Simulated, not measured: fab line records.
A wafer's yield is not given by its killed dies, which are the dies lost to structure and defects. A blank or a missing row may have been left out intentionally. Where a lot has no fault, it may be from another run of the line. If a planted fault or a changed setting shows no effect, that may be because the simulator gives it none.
A lot that was struck, set against a sound lot + flow sky130 + 44 out of 708 route steps
Sound: the wafers L341.1, L341.2, L341.5. Struck: wafer L333.3 (left out: L333.4, L333.5 of the same lot, which were not struck); the cause appears at the end.
Order at every step that has rows: each side's tool, ch and its chambers, its first start. Under that, the readings that differ: sound wafers + struck wafers + difference of the means + sigmas: that difference in standard deviations of wafers without a fault.
alike: a reading whose means differ by less than 2 such deviations, as well as words and numbers matching on both sides. not compared: withheld readings; readings where some wafer has no value; bounds like >300 that might hide an equal value; numbers whose values overlap and for which the record gives no deviation.
The two part at a step that has a row with sigmas, a row that says differs or no value, or rows on one side only. Numbers that don't overlap but have no deviation are shown without sigmas and don't part them. A reading that every wafer of one side lacks parts them only if that side has two wafers or more.

first, 2 steps without rows for these wafers: SKY_VIA2_CLEAN_18 (cleans in IPA, time 180 s); SKY_VIA2_CLEAN_19 (cleans in O3/DIW).
SKY_VIA2_SPUTTER_20: material TiN, target thk 20 nm, time 80 s.
  sound on pvd_sputter-04 at day 39 20:06; struck on pvd_sputter-03 at day 37 23:41
  alike: throttle_valve_pct
SKY_VIA2_CVD_21: deposits W, target thk 420 nm, time 126.4 s.
  sound on cvd_w-02 ch 0,1, day 39 20:10; struck on cvd_w-01 ch 1, day 37 23:47
| reading            | sound       | struck | difference | sigmas |
|--------------------|-------------|--------|------------|--------|
| heater_power_w (W) | 932 943 928 | 669    | -265       | -2     |
SKY_VIA2_RS_MEAS_22: uses a four-point probe to measure.
  sound on film_metro-04 at day 39 20:17; struck on film_metro-01 at day 37 23:55
  alike: VIA2_W_RS
SKY_VIA2_THK_MEAS_23: measures by xrf.
  sound on film_metro-04 at day 39 20:25; struck on film_metro-01 at day 38 00:01
  alike: VIA2_W_THK
then, 6 steps without rows for these wafers: SKY_VIA2_CMP_24 (polishes, stops on SiO2, t overpolish 20 s, target thk 0 nm); SKY_METAL3_SPUTTER_00 (material Ti, target thk 15 nm, time 10 s); SKY_METAL3_SPUTTER_01 (material TiN, target thk 20 nm, time 16.7 s); SKY_METAL3_SPUTTER_02 (material AlCu, target thk 735 nm, time 39.1 s); SKY_METAL3_SPUTTER_03 (material Ti, target thk 5 nm, time 3.3 s); SKY_METAL3_SPUTTER_04 (material TiN, target thk 70 nm, time 58.3 s).
SKY_CAPM_CVD_00: deposits SiO2, target thk 15.5 nm.
  sound on pecvd-04 ch 1,2, day 39 20:55; struck on pecvd-02 ch 1, day 38 00:31
| reading                               | sound          | struck | difference | sigmas |
|---------------------------------------|----------------|--------|------------|--------|
| model.SiO2_of_CAPM_CVD_00.thk_nm (nm) | 15.6 15.4 15.7 | 24.46  | +8.89      |        |
  alike: heater_power_w
SKY_CAPM_THK_MEAS_01:
  sound on film_metro-04 at day 39 20:57; struck on film_metro-04 at day 38 00:47
| reading              | sound             | struck | difference | sigmas |
|----------------------|-------------------|--------|------------|--------|
| CAPM_CVD_00_THK (nm) | 15.59 15.38 15.67 | 24.49  | +8.94      | +39    |
  not compared: hold
SKY_CAPM_SPUTTER_02: material TiN, target thk 200 nm, time 166.7 s.
  sound on pvd_sputter-01 at day 39 21:01; struck on pvd_sputter-04 at day 38 05:55
| reading | sound | struck                   | difference                   | sigmas |
|---------|-------|--------------------------|------------------------------|--------|
| hold    | - - - | await_dispo/5.1h/release | no value on the sound wafers |        |
  alike: throttle_valve_pct
SKY_CAPM_RS_MEAS_03: uses a four-point probe to measure.
  sound on film_metro-02 at day 39 21:07; struck on film_metro-03 at day 38 06:05
| reading              | sound          | struck | difference | sigmas |
|----------------------|----------------|--------|------------|--------|
| CAPM_TIN_RS (ohm/sq) | 6.79 6.80 6.77 | 6.98   | +0.19      | +3     |
SKY_CAPM_THK_MEAS_04: measures by xrf.
  sound on film_metro-02 at day 39 21:14; struck on film_metro-03 at day 38 06:11
| reading           | sound             | struck | difference | sigmas |
|-------------------|-------------------|--------|------------|--------|
| CAPM_TIN_THK (nm) | 205.5 205.4 206.1 | 196.3  | -9.4       | -4     |
then, 7 steps without rows for these wafers: SKY_CAPM_DEHYDRATE_05 (time 60 s); SKY_CAPM_HMDS_06 (prime time 60 s); SKY_CAPM_COAT_07 (resist thk 1140 nm); SKY_CAPM_SOFTBAKE_08 (time 60 s); SKY_CAPM_EXPOSE_09 (exposes mask CAPM, target cd 1000 nm); SKY_CAPM_PEB_10; SKY_CAPM_DEVELOP_11 (develop time 60 s).
SKY_CAPM_OVL_MEAS_12:
  sound on overlay-02 at day 40 20:35; struck on overlay-02 at day 39 00:53
| reading       | sound       | struck | difference | sigmas |
|---------------|-------------|--------|------------|--------|
| CAPM_OVL (nm) | 2.1 3.2 4.8 | 0.4    | -3.0       | -2     |
SKY_CAPM_METAL_ETCH_13: etches TiN in Cl2/BCl3, stops on SiO2, target depth 220 nm, time 62.9 s.
  sound on rie_metal-01 ch 0,1, day 40 20:37; struck on rie_metal-02 ch 1, day 39 00:56
| reading               | sound             | struck | difference | sigmas |
|-----------------------|-------------------|--------|------------|--------|
| oes_product_au (a.u.) | 0.946 0.946 0.952 | 0.927  | -0.021     | -3     |
  alike: drypump_motor_current_A, he_backside_leak_sccm, mfc_cl2_sccm, throttle_valve_pct
  not compared: rf_hours_counter_h
then, 12 steps without rows for these wafers: SKY_CAPM_STRIP_14 (strips in O2/N2); SKY_CAPM_STRIP_15 (strips in post etch residue remover, time 1200 s); SKY_CAPM_CLEAN_16 (cleans in IPA, time 180 s); SKY_CAPM_CLEAN_17 (cleans in O3/DIW); SKY_METAL3_DEHYDRATE_05 (time 60 s); SKY_METAL3_HMDS_06 (prime time 60 s); SKY_METAL3_COAT_07 (resist thk 60 nm); SKY_METAL3_COAT_08 (resist thk 1140 nm); SKY_METAL3_SOFTBAKE_09 (time 90 s); SKY_METAL3_EXPOSE_10 (exposes mask MM3, target cd 300 nm); SKY_METAL3_PEB_11; SKY_METAL3_DEVELOP_12 (develop time 60 s).
SKY_METAL3_CD_MEAS_13: target cd 300 nm.
  sound on cd_sem-02 at day 41 21:05; struck on cd_sem-02 at day 40 02:22
  alike: cd_nm
SKY_METAL3_OVL_MEAS_14:
  sound on overlay-01 at day 41 21:13; struck on overlay-01 at day 40 02:28
  alike: METAL3_OVL
SKY_METAL3_DESCUM_15: chemistry O2, time 8 s.
  sound on rie_metal-01 ch 0,1, day 41 21:14; struck on rie_metal-01 ch 0, day 40 02:29
  alike: drypump_motor_current_A, he_backside_leak_sccm, oes_product_au, temp_c
  not compared: rf_hours_counter_h
then, 1 step without rows for these wafers: SKY_METAL3_ETCH_16 (etches BARC in N2/H2, stops on SiO2, time 88.2 s, target depth 60 nm).
SKY_METAL3_ETCH_17: etches SiO2 in C4F8/O2/Ar, stops on TiN, time 3.9 s, target depth 15 nm.
  sound on rie_diel-04 ch 0,1, day 41 21:22; struck on rie_diel-01 ch 0, day 40 02:37
| reading                  | sound             | struck | difference | sigmas |
|--------------------------|-------------------|--------|------------|--------|
| oes_product_au (a.u.)    | 0.759 0.755 0.755 | 0.978  | +0.222     | +30    |
| model.etch.depth_nm (nm) | 15.6 15.4 15.7    | 24.46  | +8.89      |        |
  not compared: rf_hours_counter_h
-- the record jumps here: 7 days lie between the struck wafers' starts before and after (it left off in module METAL3 and takes up again in module PAD_OPEN, whose first step shown is number 708 of the route) --
SKY_PAD_OPEN_PROBE_99:
  sound on prober-01 at day 48 12:10; struck on prober-01 at day 47 01:44
| reading                               | sound                | struck | difference | sigmas |
|---------------------------------------|----------------------|--------|------------|--------|
| defect_limited_yield (%)              | 80.9 82.3 79.7       | 85.6   | +4.6       | +2     |
| killed_at_M4_up                       | 3 4 5                | 0      | -4         | -2     |
| killed_at_other                       | 0 0 1                | 2      | +2         | +3     |
| killed_dies                           | 94 87 100            | 71     | -23        | -2     |
| killed_on_rim                         | 21 23 16             | 6      | -14        | -3     |
| killed_open                           | 50 38 57             | 32     | -16        | -2     |
| model.etest.tester.sort_n_pass        | 398 405 392          | 0      | -398       |        |
| model.etest.tester.sort_yield_pct (%) | 80.89 82.32 79.67    | 0      | -81        |        |
| model.etest.tester.sort_bin_5_pct (%) | 12.8 9.146 13.41     | 90.67  | +78.88     |        |
| model.etest.cap_mim.bv_v (V)          | 13.83 13.73 13.76    | 22.16  | +8.39      |        |
| model.etest.cap_mim.leak_log10_a_cm2  | -8.972 -8.913 -9.063 | -10.37 | -1.39      |        |
| model.etest.tester.sort_bin_3_pct (%) | 0.813 0.813 1.016    | 2.013  | +1.132     |        |
| model.etest.met3_comb.leak_log10_a_um | -12 -12.11 -12       | -10.67 | +1.37      |        |
| model.etest.cap_mim.c_ff_um2          | 2.325 2.354 2.318    | 1.489  | -0.843     |        |
  alike: killed_at_M0_to_M3, killed_at_contacts, killed_at_front_end, killed_short

## WHERE THEY PART
Earliest at SKY_VIA2_CVD_21; latest, in this record, at SKY_PAD_OPEN_PROBE_99.

WHY: what the simulator had put in
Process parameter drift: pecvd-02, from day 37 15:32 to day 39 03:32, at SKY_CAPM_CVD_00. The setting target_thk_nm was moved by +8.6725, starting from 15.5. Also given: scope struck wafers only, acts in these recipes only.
